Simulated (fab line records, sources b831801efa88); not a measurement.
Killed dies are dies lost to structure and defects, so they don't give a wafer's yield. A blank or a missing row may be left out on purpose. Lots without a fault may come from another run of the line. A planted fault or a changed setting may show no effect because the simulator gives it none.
Which tool did it? | flow gf180mcu | 6 lots, 18 wafers sampled, at 2 steps of a route of 602

WHAT THE GAUGES READ, wafer by wafer
GF_VT_IMPLANT_RS_MEAS_49: measures by four-point-probe.
lot  | measured     | on            | MVPSD_RS (ohm/sq)
L962 | day 7 22:21  | film_metro-01 | 1162.6 1164.3 1165.7
L964 | day 8 10:09  | film_metro-04 | 1162.6 1167.2 1166.3
L973 | day 10 23:18 | film_metro-02 | 1173.0 1173.3 1175.9
L977 | day 12 02:49 | film_metro-02 | 1165.5 1167.8 1168.6
L981 | day 13 07:52 | film_metro-01 | 1164.6 1165.0 1166.7
L984 | day 14 02:47 | film_metro-02 | 1167.2 1169.7 1169.8

WHICH TOOL RAN EACH LOT (tool, then ch and the chambers of the sampled wafers, then the start)
lot  | GF_MVPSD_IMPLANT_09
L962 | implanter-03 ch 0, day 5 10:11
L964 | implanter-01 ch 0, day 5 18:16
L973 | implanter-03 ch 0, day 8 00:03
L977 | implanter-01 ch 0, day 9 00:45
L981 | implanter-01 ch 0, day 10 02:32
L984 | implanter-03 ch 0, day 10 19:53
- GF_MVPSD_IMPLANT_09

THE ANSWER, worked out from the rows above alone
Rule: what is usual is taken from the lots themselves. Put in order of their means at a reading, lots are off if they are a third of the lots or fewer, leave a main group of 4 or more, and stand apart from it by a gap of 3 or more times the standard deviation of the main group's means; of several such gaps the widest counts. A main group whose means are all the same, to the digits that the tables above print for the reading, isn't used. A lot without any number at a reading at which 4 lots or more have one is off too. The other lots that the step has rows for count as sound.
Off: L973, at GF_VT_IMPLANT_RS_MEAS_49 (MVPSD_RS). The main group: mean 1166.2 ohm/sq, standard deviation 1.7.
A tool fits if, at a process step before that reading, it ran every lot that is off, and no sound lot after the first of them. The gauges at GF_VT_IMPLANT_RS_MEAS_49 are tried like those tools. None of those tried fits.

WHAT THE SIMULATOR HAD PUT IN
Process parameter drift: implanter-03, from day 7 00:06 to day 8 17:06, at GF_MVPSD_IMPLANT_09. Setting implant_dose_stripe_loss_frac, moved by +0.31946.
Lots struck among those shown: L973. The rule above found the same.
